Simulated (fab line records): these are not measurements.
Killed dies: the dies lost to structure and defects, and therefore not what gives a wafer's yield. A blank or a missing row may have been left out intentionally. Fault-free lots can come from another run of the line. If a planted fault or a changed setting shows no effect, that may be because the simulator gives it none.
Which tool was responsible? -- flow sky130 -- Sampling: 13 lots, 39 wafers, 5 of 708 route steps

## WHAT THE GAUGES READ, wafer by wafer
No reading from a measuring or inspecting step in the record can be judged against a usual standard deviation.

## TOOL THAT RAN EACH LOT (tool first, then ch and the chambers of the sampled wafers, then the start)
lot,SKY_METAL3_STRIP_20,SKY_VIA4_CVD_18,SKY_METAL5_SPUTTER_03,SKY_METAL5_SPUTTER_04,SKY_PAD_OPEN_PROBE_99
L177,"wet-bench-03 ch 0, day 38 08:14","cvd-w-02 ch 0,1, day 42 14:18","pvd-sputter-02, day 42 15:02","pvd-sputter-02, day 42 15:03","prober-01, day 45 13:50"
L179,"wet-bench-01 ch 2, day 38 22:25","cvd-w-02 ch 0,1, day 43 03:35","pvd-sputter-03, day 43 04:16","pvd-sputter-03, day 43 04:17",-
L180,"wet-bench-01 ch 1, day 39 04:02","cvd-w-02 ch 0,1, day 43 08:22","pvd-sputter-02, day 43 09:05","pvd-sputter-02, day 43 09:07",-
L182,"wet-bench-01 ch 3, day 39 23:06","cvd-w-01 ch 0,1, day 44 03:33","pvd-sputter-03, day 44 04:14","pvd-sputter-03, day 44 04:15","prober-02, day 46 23:03"
L185,"wet-bench-01 ch 1, day 40 22:27","cvd-w-01 ch 0,1, day 44 23:52","pvd-sputter-02, day 45 00:36","pvd-sputter-02, day 45 00:37","prober-01, day 47 17:05"
L190,"wet-bench-03 ch 1, day 42 15:41","cvd-w-02 ch 0,1, day 46 12:33","pvd-sputter-04, day 46 13:17","pvd-sputter-04, day 46 13:18",-
L191,"wet-bench-04 ch 1, day 42 22:14","cvd-w-01 ch 0,1, day 46 17:23","pvd-sputter-03, day 46 18:07","pvd-sputter-03, day 46 18:08",-
L192,"wet-bench-04 ch 3, day 43 00:52","cvd-w-01 ch 0,1, day 46 20:48","pvd-sputter-03, day 46 21:32","pvd-sputter-03, day 46 21:33","prober-02, day 49 09:34"
L193,"wet-bench-04 ch 1, day 43 03:03","cvd-w-01 ch 0,1, day 46 22:10","pvd-sputter-04, day 46 22:53","pvd-sputter-04, day 46 22:54","prober-02, day 49 10:22"
L194,"wet-bench-01 ch 0, day 43 17:55","cvd-w-01 ch 0,1, day 47 12:26","pvd-sputter-03, day 47 13:10","pvd-sputter-03, day 47 13:11",-
L196,"wet-bench-01 ch 1, day 43 22:30","cvd-w-01 ch 0,1, day 47 14:14","pvd-sputter-02, day 47 14:55","pvd-sputter-02, day 47 14:56","prober-01, day 50 01:35"
L199,"wet-bench-03 ch 2, day 44 12:45","cvd-w-01 ch 0,1, day 48 03:48","pvd-sputter-02, day 48 04:32","pvd-sputter-02, day 48 04:33","prober-02, day 50 12:21"
L200,"wet-bench-01 ch 3, day 44 22:35","cvd-w-02 ch 0,1, day 48 11:28","pvd-sputter-04, day 48 12:11","pvd-sputter-04, day 48 12:13",-
- SKY_METAL3_STRIP_20: strips in post etch residue remover, time 1200 s.
- SKY_VIA4_CVD_18: deposits W, target thk 505 nm, time 152.14 s.
- SKY_METAL5_SPUTTER_03: material Ti, target thk 5 nm, time 3.3 s.
- SKY_METAL5_SPUTTER_04: material TiN, target thk 70 nm, time 58.3 s.
- SKY_PAD_OPEN_PROBE_99

## WHAT THE TOOLS THEMSELVES READ (means of the sampled wafers that have a number; where no wafer has one, the mark that the record gives instead)
SKY_VIA4_CVD_18. Usual: heater-power-w 839 W, standard deviation 51.
lot,tool,heater-power-w (W),flag
L177,cvd-w-02,801,
L179,cvd-w-02,868,
L180,cvd-w-02,844,
L182,cvd-w-01,850,
L185,cvd-w-01,850,
L190,cvd-w-02,852,
L191,cvd-w-01,846,
L192,cvd-w-01,839,
L193,cvd-w-01,840,
L194,cvd-w-01,856,
L196,cvd-w-01,832,
L199,cvd-w-01,853,
L200,cvd-w-02,861,

SKY_METAL5_SPUTTER_03. Usual: throttle-valve-pct 30.8 %, standard deviation 0.83.
lot,tool,throttle-valve-pct (%),flag
L177,pvd-sputter-02,30.9,
L179,pvd-sputter-03,29.4,
L180,pvd-sputter-02,31.3,
L182,pvd-sputter-03,30.7,
L185,pvd-sputter-02,31.0,
L190,pvd-sputter-04,31.6,
L191,pvd-sputter-03,30.8,
L192,pvd-sputter-03,30.2,
L193,pvd-sputter-04,31.2,
L194,pvd-sputter-03,29.5,
L196,pvd-sputter-02,30.7,
L199,pvd-sputter-02,31.3,
L200,pvd-sputter-04,31.1,

SKY_METAL5_SPUTTER_04. Usual: throttle-valve-pct 30.8 %, standard deviation 0.81.
lot,tool,throttle-valve-pct (%),flag
L177,pvd-sputter-02,31.0,
L179,pvd-sputter-03,29.3,
L180,pvd-sputter-02,31.1,
L182,pvd-sputter-03,30.5,
L185,pvd-sputter-02,31.1,
L190,pvd-sputter-04,31.5,
L191,pvd-sputter-03,30.9,
L192,pvd-sputter-03,30.2,
L193,pvd-sputter-04,31.0,
L194,pvd-sputter-03,29.5,
L196,pvd-sputter-02,30.8,
L199,pvd-sputter-02,31.3,
L200,pvd-sputter-04,31.0,

SKY_PAD_OPEN_PROBE_99. Usual: defect-limited-yield 82.4 %, standard deviation 1.9; killed_at_M0_to_M3 42, standard deviation 7.1; killed_at_M4_up 3.0, standard deviation 1.7; killed-at-contacts 25, standard deviation 5; killed-at-front-end 16, standard deviation 4.4; killed-at-other 0.5, standard deviation 1.4; killed-dies 87, standard deviation 9.2; killed-open 47, standard deviation 6.2; killed-short 39, standard deviation 6.6; sort_bin_3_pad_short 0.9 %, standard deviation 0.46; sort_bin_5_function 10.3 %, standard deviation 1.6; sort_bin_6_memory 6.4 %, standard deviation 0.99; sort-n-pass 405, standard deviation 9.2; sort-yield-pct 82.4 %, standard deviation 1.9.
lot,tool,defect-limited-yield (%),killed_at_M0_to_M3,killed_at_M4_up,killed-at-contacts,killed-at-front-end,killed-at-other,killed-dies,killed-open,killed-short,sort_bin_3_pad_short (%),sort_bin_5_function (%),sort_bin_6_memory (%),sort-n-pass,sort-yield-pct (%),flag
L177,prober-01,81.8,39,3.3,28,19,0.0,90,47,42,0.4,10.5,7.3,402,81.8,
L182,prober-02,74.2,87,2.0,22,16,0.3,127,43,40,3.2,15.7,6.9,365,74.2,OFF
L185,prober-01,75.3,78,4.0,22,17,0.0,121,38,40,3.2,15.3,6.1,371,75.3,OFF
L192,prober-02,82.3,33,5.3,31,18,0.0,87,51,36,0.7,11.3,5.6,405,82.3,
L193,prober-02,85.0,37,3.7,20,13,0.7,74,41,32,0.5,9.2,5.3,418,85.0,
L196,prober-01,82.2,39,3.7,23,22,0.3,88,52,33,0.7,11.3,5.8,404,82.2,
L199,prober-02,78.9,45,2.0,37,16,3.7,104,57,44,1.5,12.4,7.1,388,78.9,

## THE ANSWER, worked out from the rows above alone
Rule: a lot is off if the mean of its wafers that have a number lies more than 3 standard deviations from the usual mean. Also off: a lot with no number at a reading for which 4 or more lots have one. All remaining lots with rows at the step are treated as sound. After the gauges, taken in route order, come the tools' own readings; for these a lot's mean is taken, as printed above. At the first step where some lot is off, the reading lying furthest off is the one used; lots without a number count as furthest.
Off at SKY_PAD_OPEN_PROBE_99 (killed_at_M0_to_M3): L182, L185. Neither off nor sound, because the step has no rows for them: L179, L180, L190, L191, L194, L200.
A tool fits if, at that step or a process step before it, it ran every lot that is off, and no sound lot after the first of them. Of those tried, none fits.

## WHAT HAD BEEN PUT IN BY THE SIMULATOR
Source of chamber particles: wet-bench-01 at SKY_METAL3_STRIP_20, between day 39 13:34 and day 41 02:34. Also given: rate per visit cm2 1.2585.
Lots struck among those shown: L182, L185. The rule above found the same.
